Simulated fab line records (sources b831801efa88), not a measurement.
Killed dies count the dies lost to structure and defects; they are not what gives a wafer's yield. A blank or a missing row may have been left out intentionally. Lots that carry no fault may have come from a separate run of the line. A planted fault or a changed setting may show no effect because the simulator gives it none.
Which tool did it? :: flow sfq-line :: 14 lots, 42 wafers sampled, at 1 step of a route of 325

== WHAT EACH GAUGE READ, for each wafer ==
SFQ_M0_OVL_MEAS_906.
lot: L136
measured: day 8 01:33
on: overlay-01
M0_OVL (nm): 4 3 -5

lot: L137
measured: day 8 05:09
on: overlay-02
M0_OVL (nm): 4 0 4

lot: L138
measured: day 8 11:09
on: overlay-01
M0_OVL (nm): 3 10 1

lot: L139
measured: day 8 21:58
on: overlay-02
M0_OVL (nm): -2 -6 -3

lot: L140
measured: day 9 03:58
on: overlay-02
M0_OVL (nm): 5 -2 -1

lot: L141
measured: day 9 09:57
on: overlay-01
M0_OVL (nm): -1 -4 2

lot: L150
measured: day 11 16:03
on: overlay-02
M0_OVL (nm): 3 2 3

lot: L151
measured: day 12 02:51
on: overlay-02
M0_OVL (nm): -2 -11 -1

lot: L152
measured: day 12 15:52
on: overlay-01
M0_OVL (nm): 1 3 4

lot: L154
measured: day 13 00:15
on: overlay-01
M0_OVL (nm): -1 2 1

lot: L155
measured: day 13 11:03
on: overlay-01
M0_OVL (nm): 7 6 -2

lot: L156
measured: day 13 20:39
on: overlay-02
M0_OVL (nm): 0 -2 -1

lot: L157
measured: day 14 00:15
on: overlay-01
M0_OVL (nm): -2 -10 -1

lot: L158
measured: day 14 05:03
on: overlay-02
M0_OVL (nm): 1 5 0

== WHAT TOOL EACH LOT RAN ON (gives the tool, then ch and the chambers of the sampled wafers, and finally the start) ==
No process step before these readings appears in the record.

== WHAT THE TOOLS THEMSELVES READ (means of the sampled wafers that have a number; where no wafer has one, the mark that the record gives instead) ==
The record holds no such reading with a usual standard deviation.

== THE ANSWER, worked out from the rows above alone ==
Rule: usual is defined by the lots themselves. The widest of any qualifying gaps counts: lots, ordered by their means at a reading, are off when they make up no more than a third of the lots, leave a main group of 4 or more, and stand apart from it by 3 or more times the standard deviation of that group's means. A main group is skipped when, at the precision printed for the reading in the tables above, its means are all equal. A lot without any number at a reading at which 4 lots or more have one is off too. Where the step has rows for the other lots, those lots are counted as sound. After the gauges, taken in route order, come the tools' own readings; for these a lot's mean is taken, as printed above. At the first step where some lot is off, the reading lying furthest off is the one used; lots without a number count as furthest.
No lot is off at any reading shown: from this, nothing can be told.

== WHAT WAS PUT IN BY THE SIMULATOR ==
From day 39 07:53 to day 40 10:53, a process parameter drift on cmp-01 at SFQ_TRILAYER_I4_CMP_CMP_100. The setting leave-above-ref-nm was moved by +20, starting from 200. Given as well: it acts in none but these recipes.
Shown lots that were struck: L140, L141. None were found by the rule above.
